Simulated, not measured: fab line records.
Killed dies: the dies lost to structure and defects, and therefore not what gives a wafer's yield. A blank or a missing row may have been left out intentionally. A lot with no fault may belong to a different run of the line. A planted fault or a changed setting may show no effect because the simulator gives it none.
Chamber matching -- flow gf180mcu -- GF_V2_CMP_26 on cmp-01 has 4 sister chambers
The step polishes, stops on SiO2, t overpolish 15 s, target thk 0 nm. 8 wafers are shown with their chamber, then 12 later ones without.

WAFERS, EACH WITH ITS CHAMBER
wafer,chamber,motor_current_A (A),time_to_endpoint_s (s)
L085.6,2,10.6,82
L088.2,1,11.3,86
L089.2,2,10.5,88
L089.3,3,10.8,90
L089.4,0,11.3,91
L090.1,1,11.3,85
L090.2,3,10.6,82
L090.5,0,11.7,86

WAFERS WITH NO CHAMBER GIVEN
wafer,motor_current_A (A),time_to_endpoint_s (s)
L093.1,11.0,90
L093.4,11.0,88
L093.6,10.1,87
L094.1,11.5,90
L094.2,10.5,88
L094.3,10.8,89
L096.4,10.5,89
L096.5,11.1,93
L096.6,11.0,90
L097.2,10.4,88
L097.4,11.7,89
L097.6,10.8,93

THE CHAMBER EACH PASSED THROUGH
wafer,from the rows above,in truth
L093.1,can't be placed: 3 or 1 or 2 or 0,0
L093.4,can't be placed: 3 or 1 or 2 or 0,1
L093.6,can't be placed: 2 or 3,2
L094.1,can't be placed: 0 or 1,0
L094.2,can't be placed: 2 or 3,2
L094.3,can't be placed: 3 or 2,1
L096.4,can't be placed: 2 or 3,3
L096.5,can't be placed: 1 or 0 or 3 or 2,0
L096.6,can't be placed: 3 or 1 or 2 or 0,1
L097.2,can't be placed: 2 or 3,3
L097.4,can't be placed: 0 or 1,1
L097.6,can't be placed: 3 or 2 or 1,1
0 of 12 placed correctly. Not placeable from these rows: 12 (in 11, the candidates include the true chamber). Number placed wrongly: 0.
How it was worked out, from the rows above alone: a wafer's distance from a chamber is the root of the sum, over the readings, of the square of ((its reading less the chamber's mean) divided by the reading's scatter). The wafer belongs to the nearest chamber; if the next one is less than 2 further off, it can't be placed. For every chamber, the mean is computed from those of its wafers that are shown. The scatter: take each reading less its chamber's mean, square it, sum over the shown wafers, divide by the number of wafers less the number of chambers, and take the root.
